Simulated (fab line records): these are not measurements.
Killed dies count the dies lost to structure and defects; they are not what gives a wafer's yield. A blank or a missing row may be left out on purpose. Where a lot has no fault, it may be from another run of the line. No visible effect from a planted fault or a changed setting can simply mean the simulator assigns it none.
Problem report, 8D (eight disciplines) form, completed by code    flow sky130    the parts of the form that need people (team, actions taken, sign-off) are left out

1. THE PROBLEM
dose ions cm2 at SKY_LDD_N_IMPLANT_11 reads a mean of 6.9e+13 on 6 wafers of 2 lots; wafers without a fault read 7.5e+13 with a standard deviation of 8.4e+10. Measured from the usual mean, that is -76 standard deviations.
Seen first at day 24 16:10 on implanter-01, wafer L522.1. The record holds 39 wafers of 13 lots with a number at this step. Rule for "out" (also "out of limits"): further than 4 standard deviations from the usual mean. Any other wafer with a number is counted as sound.

2. WHAT IT IS; WHAT IT IS NOT
question                     is                      is not
which readings at this step  dose ions cm2           -
which lots                   L522, L523              L503, L506, L508, L509, L510, L512, L515, L519, L524, L525, L526
which wafers of those lots   all that have a number  -
read on which tools          implanter-01            implanter-02, implanter-03
when                         from day 24 16:10       up to then (24 sound wafers); but 9 sound wafers of L524, L525, L526 came after

3. SUSPECTS, AND WHAT RULES EACH OUT
Counting: a tool stays on the suspect list if, at a process step up to the reading, it processed all lots that are out and no sound lot following the first of them.
- implanter-01 at SKY_LDD_N_IMPLANT_11: kept. All lots that are out passed through it, beginning with L522 at day 24 16:10, and no sound lot followed; its final sound lot before that point was L519 at day 24 00:42. On those wafers its own readings are out: dose ions cm2.
Left after counting: implanter-01 at SKY_LDD_N_IMPLANT_11.

4. THE CAUSE (what the simulator had put in)
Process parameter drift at SKY_LDD_N_IMPLANT_11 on implanter-01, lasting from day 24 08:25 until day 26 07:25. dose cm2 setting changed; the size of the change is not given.
Counting left only this tool.

5. THE EFFECT CHAIN, in route order
One row per reading whose mean, taken over the struck wafers that have a number, lies over 3 standard deviations from the usual. Only readings for which the record gives a usual standard deviation are gone through. hours: the time from each lot's start at the first step in this table that gives one to its start at this step, as a median over the lots. sigmas: the change in usual standard deviations.
hours  step                  reading             usual    on struck wafers  change    sigmas
0      SKY_LDD_N_IMPLANT_11  dose ions cm2       7.5e+13  6.9e+13           -6.4e+12  -76
0      SKY_LDD_N_IMPLANT_11  faraday current uA  422      387               -35       -4.2
Its process steps:
- SKY_LDD_N_IMPLANT_11
Later measuring or inspecting steps at which every struck wafer that the step has a row for has a number for every such reading, and none has moved that far: SKY_LOCAL_INTERCONNECT_CD_MEAS_11.

6. HOW IT WOULD HAVE BEEN CAUGHT EARLIER
In this record no reading fell out of limits until day 24 16:10, 8 hours after the fault had begun at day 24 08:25.
